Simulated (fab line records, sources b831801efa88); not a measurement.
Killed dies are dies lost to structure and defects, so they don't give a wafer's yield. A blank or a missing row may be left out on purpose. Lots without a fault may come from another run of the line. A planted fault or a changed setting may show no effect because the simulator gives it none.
Which tool did it? | flow gf180mcu | 12 lots, 36 wafers sampled, at 6 steps of a route of 602

WHAT THE GAUGES READ, wafer by wafer
GF_M4_OVL_MEAS_15.
lot  | measured     | on         | M4_OVL (nm)
L481 | day 23 12:08 | overlay-02 | 3 -10 -7
L482 | day 23 16:11 | overlay-02 | -9 1 -5
L483 | day 24 05:08 | overlay-02 | -1 2 3
L484 | day 24 13:56 | overlay-01 | 8 6 4
L485 | day 24 17:00 | overlay-01 | -3 7 -2
L486 | day 25 06:03 | overlay-01 | -2 2 -1
L487 | day 25 12:31 | overlay-01 | 8 -3 -5
L488 | day 25 19:28 | overlay-01 | -4 -3 1
L493 | day 27 13:41 | overlay-02 | 6 7 -2
L494 | day 27 17:44 | overlay-02 | 5 8 6
L498 | day 29 02:15 | overlay-02 | 8 -2 4
L503 | day 30 04:39 | overlay-01 | -6 11 -4

GF_V4_RS_MEAS_24: measures by four-point-probe.
lot  | measured     | on            | V4_W_RS (ohm/sq)
L481 | day 24 12:06 | film_metro-03 | 0.331 0.329 0.329
L482 | day 24 17:06 | film_metro-02 | 0.326 0.327 0.327
L483 | day 25 04:52 | film_metro-02 | 0.328 0.327 0.332
L484 | day 25 13:56 | film_metro-02 | 0.326 0.324 0.328
L485 | day 25 17:09 | film_metro-04 | 0.320 0.328 0.324
L486 | day 26 05:37 | film_metro-03 | 0.328 0.326 0.322
L487 | day 26 11:30 | film_metro-04 | 0.325 0.325 0.325
L488 | day 26 18:50 | film_metro-02 | 0.332 0.324 0.326
L493 | day 28 11:48 | film_metro-04 | 0.305 0.328 0.306
L494 | day 28 15:19 | film_metro-04 | 0.329 0.305 0.326
L498 | day 29 23:37 | film_metro-02 | 0.327 0.322 0.322
L503 | day 31 01:26 | film_metro-04 | 0.330 0.327 0.329

GF_V4_THK_MEAS_25: measures by xrf.
lot  | measured     | on            | V4_W_THK (nm)
L481 | day 24 12:13 | film_metro-03 | 342 345 345
L482 | day 24 17:13 | film_metro-02 | 356 355 350
L483 | day 25 04:59 | film_metro-02 | 350 348 345
L484 | day 25 14:03 | film_metro-02 | 349 353 348
L485 | day 25 17:16 | film_metro-04 | 357 350 355
L486 | day 26 05:43 | film_metro-03 | 346 350 355
L487 | day 26 11:35 | film_metro-04 | 351 352 350
L488 | day 26 18:56 | film_metro-02 | 349 355 354
L493 | day 28 11:55 | film_metro-04 | 381 353 377
L494 | day 28 15:26 | film_metro-04 | 352 380 355
L498 | day 29 23:44 | film_metro-02 | 350 354 356
L503 | day 31 01:31 | film_metro-04 | 352 354 349

GF_MIM_RS_MEAS_10: measures by four-point-probe.
lot  | measured     | on            | MIM_ALCU_RS (ohm/sq)
L481 | day 24 13:00 | film_metro-03 | 0.1578 0.1624 0.1584
L482 | day 24 18:00 | film_metro-01 | 0.1581 0.1573 0.1559
L483 | day 25 05:45 | film_metro-04 | 0.1577 0.1594 0.1567
L484 | day 25 14:57 | film_metro-04 | 0.1607 0.1600 0.1618
L485 | day 25 18:02 | film_metro-03 | 0.1593 0.1555 0.1584
L486 | day 26 06:31 | film_metro-03 | 0.1596 0.1606 0.1616
L487 | day 26 12:24 | film_metro-03 | 0.1584 0.1612 0.1603
L488 | day 26 19:43 | film_metro-03 | 0.1600 0.1592 0.1607
L493 | day 28 12:49 | film_metro-01 | 0.1588 0.1614 0.1604
L494 | day 28 16:13 | film_metro-03 | 0.1617 0.1580 0.1625
L498 | day 30 00:30 | film_metro-01 | 0.1560 0.1619 0.1599
L503 | day 31 02:19 | film_metro-04 | 0.1595 0.1588 0.1588

WHICH TOOL RAN EACH LOT (tool, then ch and the chambers of the sampled wafers, then the start)
lot  | GF_V4_CVD_23                  | GF_MIM_SPUTTER_03
L481 | cvd_w-02 ch 0,1, day 24 11:58 | pvd_sputter-04, day 24 12:43
L482 | cvd_w-01 ch 0,1, day 24 16:58 | pvd_sputter-01, day 24 17:43
L483 | cvd_w-02 ch 0,1, day 25 04:45 | pvd_sputter-02, day 25 05:30
L484 | cvd_w-01 ch 0,1, day 25 13:49 | pvd_sputter-02, day 25 14:41
L485 | cvd_w-02 ch 0,1, day 25 17:01 | pvd_sputter-04, day 25 17:46
L486 | cvd_w-01 ch 0,1, day 26 05:29 | pvd_sputter-04, day 26 06:12
L487 | cvd_w-01 ch 0,1, day 26 11:22 | pvd_sputter-04, day 26 12:05
L488 | cvd_w-02 ch 0,1, day 26 18:42 | pvd_sputter-01, day 26 19:27
L493 | cvd_w-02 ch 0,1, day 28 11:41 | pvd_sputter-01, day 28 12:27
L494 | cvd_w-02 ch 0,1, day 28 15:11 | pvd_sputter-04, day 28 15:57
L498 | cvd_w-01 ch 0,1, day 29 23:29 | pvd_sputter-02, day 30 00:15
L503 | cvd_w-02 ch 0, day 31 01:16   | pvd_sputter-04, day 31 02:01
- GF_V4_CVD_23: deposits W, target thk 350 nm, time 104.9 s.
- GF_MIM_SPUTTER_03: material Ti, target thk 10 nm, time 6.7 s.

WHAT THE TOOLS THEMSELVES READ (means of the sampled wafers that have a number; where no wafer has one, the mark that the record gives instead)
GF_V4_CVD_23.
lot  | tool     | chamber_pressure_Torr (Torr) | heater_power_w (W)
L481 | cvd_w-02 | 39.98                        | 940
L482 | cvd_w-01 | 39.96                        | 904
L483 | cvd_w-02 | 40.07                        | 937
L484 | cvd_w-01 | 39.97                        | 857
L485 | cvd_w-02 | 40.06                        | 950
L486 | cvd_w-01 | 39.97                        | 914
L487 | cvd_w-01 | 40.03                        | 873
L488 | cvd_w-02 | 39.99                        | 969
L493 | cvd_w-02 | 44.34                        | 936
L494 | cvd_w-02 | 42.22                        | 978
L498 | cvd_w-01 | 40.06                        | 868
L503 | cvd_w-02 | 39.99                        | 992

GF_MIM_SPUTTER_03.
lot  | tool           | throttle_valve_pct (%)
L481 | pvd_sputter-04 | 29.9
L482 | pvd_sputter-01 | 31.0
L483 | pvd_sputter-02 | 30.8
L484 | pvd_sputter-02 | 30.7
L485 | pvd_sputter-04 | 30.3
L486 | pvd_sputter-04 | 30.0
L487 | pvd_sputter-04 | 30.3
L488 | pvd_sputter-01 | 30.2
L493 | pvd_sputter-01 | 30.7
L494 | pvd_sputter-04 | 30.2
L498 | pvd_sputter-02 | 31.6
L503 | pvd_sputter-04 | 29.7

THE ANSWER, worked out from the rows above alone
Rule: what is usual is taken from the lots themselves. Put in order of their means at a reading, lots are off if they are a third of the lots or fewer, leave a main group of 4 or more, and stand apart from it by a gap of 3 or more times the standard deviation of the main group's means; of several such gaps the widest counts. A main group whose means are all the same, to the digits that the tables above print for the reading, isn't used. A lot without any number at a reading at which 4 lots or more have one is off too. The other lots that the step has rows for count as sound. The gauges are gone through in route order, then the tools' own readings, and for those a lot's mean is taken as printed above. The first step at which some lot is off is used, and at that step the reading that is off furthest; a lot without a number counts as furthest.
Off: L493, L494, at GF_V4_CVD_23 (chamber_pressure_Torr). The main group: mean 40.01 Torr, standard deviation 0.04.
A tool fits if, at that step or a process step before it, it ran every lot that is off, and no sound lot after the first of them. None of those tried fits.

WHAT THE SIMULATOR HAD PUT IN
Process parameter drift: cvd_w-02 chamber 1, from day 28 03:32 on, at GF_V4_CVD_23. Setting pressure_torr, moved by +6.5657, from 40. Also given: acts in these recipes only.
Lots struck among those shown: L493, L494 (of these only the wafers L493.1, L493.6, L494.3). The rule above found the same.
